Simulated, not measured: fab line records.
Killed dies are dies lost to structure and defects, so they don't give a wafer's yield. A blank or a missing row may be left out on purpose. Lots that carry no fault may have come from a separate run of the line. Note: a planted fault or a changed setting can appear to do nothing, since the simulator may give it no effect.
2 desks looking at one fault / flow gf180mcu / every desk sees just its own numbers, and what lay behind them comes last

== AT THE TOOL OWNER'S DESK: krf scanner-02 ==
The tool's own readings at GF_V5_EXPOSE_11 (exposes mask Via5, target cd 260 nm): means of the sampled wafers that have a number, for each lot that ran on this tool. Marked OUT: a lot whose mean sits more than 4 standard deviations from the usual mean, which makes it out of limits; the brackets give that distance.
Columns: A = exposure dose mJ cm2 at GF_V5_EXPOSE_11, usual 38.14
lot=L949; first seen here=day 27 20:59; A=38.43
lot=L950; first seen here=day 28 02:07; A=38.47
lot=L952; first seen here=day 28 16:23; A=38.39
lot=L955; first seen here=day 29 18:08; A=38.46
lot=L956; first seen here=day 30 00:31; A=38.44
lot=L959; first seen here=day 30 17:47; A=38.48
lot=L962; first seen here=day 31 16:34; A=37.08 (-4.1) OUT
This desk's verdict: out of limits on L962, starting with L962 at day 31 16:34 (exposure dose mJ cm2 at GF_V5_EXPOSE_11). L949, L950, L952, L955, L956, L959 stayed within limits.

== METROLOGY DESK ==
Lot by lot, what the gauges showed, no matter which tool ran the lot: averages of those sampled wafers that carry a number. Marked OUT: a lot whose mean sits more than 4 standard deviations from the usual mean, which makes it out of limits; the brackets give that distance.
Columns: A = V5_BOW at GF_V5_BOW_MEAS_05, usual 135 um; B = cd nm at GF_V5_CD_MEAS_14, usual 259.6 nm
lot=L948; first seen here=day 27 04:35; A=140; B=260.7
lot=L949; first seen here=day 27 10:05; A=141; B=261.3
lot=L950; first seen here=day 27 15:25; A=147; B=258.7
lot=L952; first seen here=day 28 05:48; A=138; B=259.0
lot=L955; first seen here=day 29 07:49; A=132; B=260.3
lot=L956; first seen here=day 29 14:39; A=130; B=258.5
lot=L957; first seen here=day 29 22:26; A=134; B=259.5
lot=L958; first seen here=day 30 05:54; A=127; B=259.7
lot=L959; first seen here=day 30 08:28; A=136; B=260.7
lot=L960; first seen here=day 30 19:22; A=135; B=258.0
lot=L962; first seen here=day 31 07:14; A=138; B=253.8 (-4.8) OUT
lot=L963; first seen here=day 31 11:56; A=126; B=261.5
lot=L971; first seen here=day 33 12:51; A=141; B=259.5
This desk's verdict: out of limits on L962, starting with L962 at day 32 01:04 (cd nm at GF_V5_CD_MEAS_14). L948, L949, L950, L952, L955, L956, L957, L958, L959, L960, L963, L971 stayed within limits.

== BROUGHT TOGETHER ==
The tool owner's desk had the chance to raise an alarm at day 31 16:34 on L962.
At day 32 01:04 the metrology desk could have sounded an alarm, on L962.
GF_V5_EXPOSE_11 was run on krf scanner-02 by each of the lots named.

== WHAT THE SIMULATOR PUT IN ==
Process parameters drifting: krf scanner-02 at GF_V5_EXPOSE_11, beginning at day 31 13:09. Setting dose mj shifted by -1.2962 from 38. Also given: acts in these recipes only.
Struck lots among those shown: L962.
Delay (hours) between the fault's onset and each desk's first out-of-limits reading: 3 at the tool owner's desk, 12 at the metrology desk.
